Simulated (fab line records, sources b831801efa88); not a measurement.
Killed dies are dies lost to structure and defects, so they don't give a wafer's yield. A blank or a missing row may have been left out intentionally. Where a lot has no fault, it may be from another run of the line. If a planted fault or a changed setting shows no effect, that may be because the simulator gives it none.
fab line records | flow sky130
record: lots: 14 | wafers: 42 | last-day: 50
route steps=708 shown SONOS_TUNNEL@162 LOCAL_INTERCONNECT@397 VIA1@471 METAL2@487
lots with no fault: from the same line, run without faults
start-h: start of the lot's first displayed wafer, in hours after the record's first day | wait-h: hours since the lot's step before | " same as the row above | L1.1+2: a single row standing in for several wafers | - no value present, or no start provided | * or withheld: withheld | < > ~ a bound
route shown NAME@n: names a module that has steps shown in the file, with the first one's number in the route | usual: mean/standard deviation taken from wafers without a fault | same: alike in all rows | chamber/n: place in a boat | sites: per-site readings | _std_site: the values' standard deviation | _edge_site: the outer-site mean with the inner-site mean subtracted | radius-mm: how far each site lies from the wafer's centre | mask NAME#n: copy n | behind: the most recent tool/chamber to have shaped the wafer | hold: what put the lot on hold/how long, in hours/how the hold closed | device: names the non-switching transistor (n, p or np) | end of line: the tests these same wafers got at the end of their route | where a step has no rows: the recipe by itself | killed: count of dies lost to structure and defects at first sort (not the wafer's yield) | map: shows each die of a wafer: x if killed, . if not, _ if none is there
set.NAME: the setting the step ran with; set.NAME@STEP: the setting that earlier step ran with | model.NAME: the simulator's own value behind a step, which no gauge read
the route's steps for a sample of lots (tables are steps, rows are wafers)
services: the hour from which a tool's chamber was out of use, counted from the record's first day as start-h (under 0 if before that day), plus the number of hours and why
== steps ==
step: SKY_SONOS_TUNNEL_OVL_MEAS_08
usual: SONOS_TUNNEL_OVL: -1.3/1.4
lot.wafer | tool       | chamber | start-h | wait-h | SONOS_TUNNEL_OVL[nm]
L577.1    | overlay-02 | -       | 255.20  | 0.1    | -0.1
L577.2    | "          | -       | "       | "      | -0.7
L577.5    | "          | -       | "       | "      | -0.4
L579.1    | overlay-02 | -       | 271.47  | 0.1    | -1.2
L579.3    | "          | -       | "       | "      | -2.7
L579.5    | "          | -       | "       | "      | -3.0
L580.4    | overlay-02 | -       | 278.57  | 0.1    | -1.1
L580.5    | "          | -       | "       | "      | -2.0
L580.6    | "          | -       | "       | "      | -2.8
L581.1    | overlay-01 | -       | 289.37  | 0.1    | -0.1
L581.4    | "          | -       | "       | "      | -1.5
L581.5    | "          | -       | "       | "      | -2.8
L582.3    | overlay-02 | -       | 290.28  | 0.1    | -0.1
L582.4    | "          | -       | "       | "      | 1.1
L582.5    | "          | -       | "       | "      | 0.4
L583.1    | overlay-02 | -       | 299.89  | 0.1    | -2.5
L583.2    | "          | -       | "       | "      | -2.1
L583.5    | "          | -       | "       | "      | -1.5
L584.1    | overlay-02 | -       | 309.54  | 0.1    | -2.5
L584.2    | "          | -       | "       | "      | 1.4
L584.6    | "          | -       | "       | "      | -1.3
L588.3    | overlay-02 | -       | 337.13  | 0.1    | 1.1
L588.4    | "          | -       | "       | "      | -0.9
L588.5    | "          | -       | "       | "      | -1.3
L590.1    | overlay-01 | -       | 352.10  | 0.1    | -5.1
L590.2    | "          | -       | "       | "      | -5.5
L590.5    | "          | -       | "       | "      | -2.7
L592.1    | overlay-02 | -       | 378.14  | 0.1    | -1.2
L592.3    | "          | -       | "       | "      | -0.3
L592.6    | "          | -       | "       | "      | -0.1
L595.2    | overlay-01 | -       | 395.05  | 0.1    | -0.7
L595.4    | "          | -       | "       | "      | -1.7
L595.5    | "          | -       | "       | "      | 0.4
L597.1    | overlay-01 | -       | 414.39  | 0.1    | -1.4
L597.5    | "          | -       | "       | "      | -1.9
L597.6    | "          | -       | "       | "      | -1.1
L598.1    | overlay-01 | -       | 423.77  | 0.1    | -1.3
L598.2    | "          | -       | "       | "      | -2.8
L598.4    | "          | -       | "       | "      | -3.8
L599.3    | overlay-01 | -       | 430.90  | 0.1    | -0.2
L599.4    | "          | -       | "       | "      | -1.1
L599.5    | "          | -       | "       | "      | -1.3
step: SKY_LOCAL_INTERCONNECT_DEVELOP_10
recipe: develop-time-s: 60 | resist: KrF-thick | dev-temp-c: 21
usual: developer-temp-C: 21.03/0.099 | exhaust-pa: 44.9/0.86
lot.wafer | tool           | chamber | start-h | wait-h | developer-temp-C | exhaust-pa
L577.1    | litho-track-04 | 0       | 715     | -      | 21.17            | 46.1
L577.2    | "              | 0       | "       | "      | 21.03            | 46.6
L577.5    | "              | 0       | "       | "      | 21.10            | 45.2
L579.1    | litho-track-04 | 0       | 734     | -      | 21.13            | 44.9
L579.3    | "              | 0       | "       | "      | 21.11            | 45.1
L579.5    | "              | 0       | "       | "      | 21.05            | 45.0
L580.4    | litho-track-03 | 0       | 741     | -      | 21.11            | 44.7
L580.5    | "              | 0       | "       | "      | 21.08            | 45.3
L580.6    | "              | 0       | "       | "      | 20.99            | 44.9
L581.1    | litho-track-04 | 0       | 752     | -      | 21.08            | 44.4
L581.4    | "              | 0       | "       | "      | 21.14            | 44.6
L581.5    | "              | 0       | "       | "      | 20.91            | 44.1
L582.3    | litho-track-03 | 0       | 755     | -      | 21.01            | 45.3
L582.4    | "              | 0       | "       | "      | 20.99            | 46.7
L582.5    | "              | 0       | "       | "      | 21.08            | 46.9
L583.1    | litho-track-04 | 0       | 758     | -      | 21.03            | 46.0
L583.2    | "              | 0       | "       | "      | 21.07            | 44.2
L583.5    | "              | 0       | "       | "      | 21.16            | 46.1
L584.1    | litho-track-02 | 0       | 770     | -      | 21.06            | 46.1
L584.2    | "              | 0       | "       | "      | 21.18            | 46.0
L584.6    | "              | 0       | "       | "      | 20.91            | 44.8
L588.3    | litho-track-04 | 0       | 794     | -      | 23.11            | 45.7
L588.4    | "              | 0       | "       | "      | 23.04            | 45.4
L588.5    | "              | 0       | "       | "      | 23.19            | 45.9
L590.1    | litho-track-04 | 0       | 807     | -      | 23.14            | 46.0
L590.2    | "              | 0       | "       | "      | 23.25            | 46.9
L590.5    | "              | 0       | "       | "      | 23.28            | 44.9
L592.1    | litho-track-02 | 0       | 831     | -      | 21.00            | 45.0
L592.3    | "              | 0       | "       | "      | 21.01            | 45.7
L592.6    | "              | 0       | "       | "      | 20.96            | 44.5
L595.2    | litho-track-02 | 0       | 849     | -      | 21.02            | 45.0
L595.4    | "              | 0       | "       | "      | 20.98            | 43.8
L595.5    | "              | 0       | "       | "      | 21.21            | 43.8
L597.1    | litho-track-02 | 0       | 867     | -      | 21.00            | 44.1
L597.5    | "              | 0       | "       | "      | 21.00            | 45.1
L597.6    | "              | 0       | "       | "      | 21.09            | 44.7
L598.1    | litho-track-04 | 0       | 871     | -      | 20.79            | 44.8
L598.2    | "              | 0       | "       | "      | 20.99            | 46.3
L598.4    | "              | 0       | "       | "      | 21.06            | 45.2
L599.3    | litho-track-04 | 0       | 880     | -      | 21.02            | 44.6
L599.4    | "              | 0       | "       | "      | 21.05            | 44.6
L599.5    | "              | 0       | "       | "      | 20.96            | 44.6
step: SKY_VIA1_OVL_MEAS_13
usual: VIA1_OVL: 1/5.5
lot.wafer | tool       | chamber | start-h | wait-h | VIA1_OVL[nm]
L577.1    | overlay-02 | -       | 802.87  | 0.1    | 8
L577.2    | "          | -       | "       | "      | 3
L577.5    | "          | -       | "       | "      | 0
L579.1    | overlay-01 | -       | 820.57  | 0.1    | -8
L579.3    | "          | -       | "       | "      | -4
L579.5    | "          | -       | "       | "      | 3
L580.4    | overlay-01 | -       | 825.38  | 0.1    | 4
L580.5    | "          | -       | "       | "      | 3
L580.6    | "          | -       | "       | "      | 4
L581.1    | overlay-02 | -       | 835.75  | 0.1    | 12
L581.4    | "          | -       | "       | "      | 10
L581.5    | "          | -       | "       | "      | 13
L582.3    | overlay-02 | -       | 838.71  | 0.1    | 6
L582.4    | "          | -       | "       | "      | -5
L582.5    | "          | -       | "       | "      | -5
L583.1    | overlay-01 | -       | 842.72  | 0.1    | 7
L583.2    | "          | -       | "       | "      | 3
L583.5    | "          | -       | "       | "      | -2
L584.1    | overlay-02 | -       | 853.92  | 0.1    | -4
L584.2    | "          | -       | "       | "      | -1
L584.6    | "          | -       | "       | "      | 3
L588.3    | overlay-01 | -       | 877.48  | 0.1    | 2
L588.4    | "          | -       | "       | "      | 2
L588.5    | "          | -       | "       | "      | 5
L590.1    | overlay-02 | -       | 889.65  | 0.1    | 0
L590.2    | "          | -       | "       | "      | -6
L590.5    | "          | -       | "       | "      | 1
L592.1    | overlay-01 | -       | 911.55  | 0.1    | -15
L592.3    | "          | -       | "       | "      | -7
L592.6    | "          | -       | "       | "      | -6
L595.2    | overlay-01 | -       | 931.10  | 0.1    | 5
L595.4    | "          | -       | "       | "      | 5
L595.5    | "          | -       | "       | "      | 10
L597.1    | overlay-02 | -       | 945.87  | 0.1    | 2
L597.5    | "          | -       | "       | "      | 3
L597.6    | "          | -       | "       | "      | 5
L598.1    | overlay-01 | -       | 952.75  | 0.1    | 2
L598.2    | "          | -       | "       | "      | 18
L598.4    | "          | -       | "       | "      | 13
L599.3    | overlay-01 | -       | 958.63  | 0.1    | -4
L599.4    | "          | -       | "       | "      | -8
L599.5    | "          | -       | "       | "      | -5
step: SKY_METAL2_SPUTTER_04
recipe: material: TiN | target-thk-nm: 70 | power-w: 6500 | time-s: 58.3 | chamber-pressure-pa: 0.4
usual: throttle-valve-pct: 30.3/0.91
lot.wafer | tool           | chamber | start-h | wait-h | throttle-valve-pct
L577.1    | pvd-sputter-04 | -       | 804.34  | 0.0    | 31.3
L577.2    | "              | -       | "       | "      | 31.0
L577.5    | "              | -       | "       | "      | 29.8
L579.1    | pvd-sputter-04 | -       | 822.01  | 0.0    | 29.9
L579.3    | "              | -       | "       | "      | 31.3
L579.5    | "              | -       | "       | "      | 31.0
L580.4    | pvd-sputter-02 | -       | 826.81  | 0.0    | 29.9
L580.5    | "              | -       | "       | "      | 30.6
L580.6    | "              | -       | "       | "      | 28.2
L581.1    | pvd-sputter-03 | -       | 837.20  | 0.0    | 30.9
L581.4    | "              | -       | "       | "      | 29.3
L581.5    | "              | -       | "       | "      | 31.3
L582.3    | pvd-sputter-02 | -       | 840.15  | 0.0    | 29.9
L582.4    | "              | -       | "       | "      | 30.0
L582.5    | "              | -       | "       | "      | 29.6
L583.1    | pvd-sputter-04 | -       | 844.21  | 0.0    | 29.9
L583.2    | "              | -       | "       | "      | 30.6
L583.5    | "              | -       | "       | "      | 29.5
L584.1    | pvd-sputter-03 | -       | 855.66  | 0.0    | 31.1
L584.2    | "              | -       | "       | "      | 31.6
L584.6    | "              | -       | "       | "      | 31.4
L588.3    | pvd-sputter-04 | -       | 878.99  | 0.0    | 30.9
L588.4    | "              | -       | "       | "      | 31.4
L588.5    | "              | -       | "       | "      | 31.1
L590.1    | pvd-sputter-03 | -       | 891.09  | 0.0    | 30.9
L590.2    | "              | -       | "       | "      | 31.5
L590.5    | "              | -       | "       | "      | 29.4
L592.1    | pvd-sputter-03 | -       | 916.85  | 0.0    | 29.1
L592.3    | "              | -       | "       | "      | 31.5
L592.6    | "              | -       | "       | "      | 29.5
L595.2    | pvd-sputter-03 | -       | 932.57  | 0.0    | 31.6
L595.4    | "              | -       | "       | "      | 30.8
L595.5    | "              | -       | "       | "      | 31.1
L597.1    | pvd-sputter-02 | -       | 947.31  | 0.0    | 30.7
L597.5    | "              | -       | "       | "      | 30.1
L597.6    | "              | -       | "       | "      | 29.8
L598.1    | pvd-sputter-02 | -       | 954.28  | 0.0    | 28.4
L598.2    | "              | -       | "       | "      | 30.7
L598.4    | "              | -       | "       | "      | 30.1
L599.3    | pvd-sputter-03 | -       | 960.06  | 0.0    | 29.0
L599.4    | "              | -       | "       | "      | 31.0
L599.5    | "              | -       | "       | "      | 29.5
== services ==
tool           | chamber | start-h | hours | kind
litho-track-04 | -       | 694.43  | -     | consumable-replace:filter
pvd-sputter-03 | -       | 816.81  | 5.6   | repair
pvd-sputter-02 | -       | 842.51  | 5.4   | repair
pvd-sputter-02 | -       | 877.15  | 2.6   | repair
pvd-sputter-02 | -       | 887.45  | 5.4   | repair
pvd-sputter-02 | -       | 931.93  | 4.5   | repair
== key ==
first-sign: step: SKY_LOCAL_INTERCONNECT_DEVELOP_10 | reading: developer-temp-C | direction: up | sigmas: 22 | usual: * | struck: *
effect none on later readings
met-at SKY_LOCAL_INTERCONNECT_DEVELOP_10
struck-lots L588,L590
tester-left-out L588,L590
loop-trim: step: SKY_LOCAL_INTERCONNECT_EXPOSE_08 | setting: dose | lots: L590
not-acting-at SKY_SONOS_TUNNEL_OVL_MEAS_08,SKY_VIA1_OVL_MEAS_13,SKY_METAL2_SPUTTER_04
onset-between 758 794
fault: kind: process-parameter-drift | tool: litho-track-04 | chamber: - | onset-h: 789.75 | steps: SKY_LOCAL_INTERCONNECT_DEVELOP_10 | channel: dev-temp-c | offset: * | shape: step | end-h: 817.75 | acts-in: * | stated: *
tester-left-out: of these lots the tester's yield and bins aren't shown, on N5 and GAA mostly nor the transistor test; their killed dies are dies lost to structure and defects alone, not to doping, threshold or leakage, so they don't give the yield
loop-trim: a control loop set the setting to another value than it would have without faults
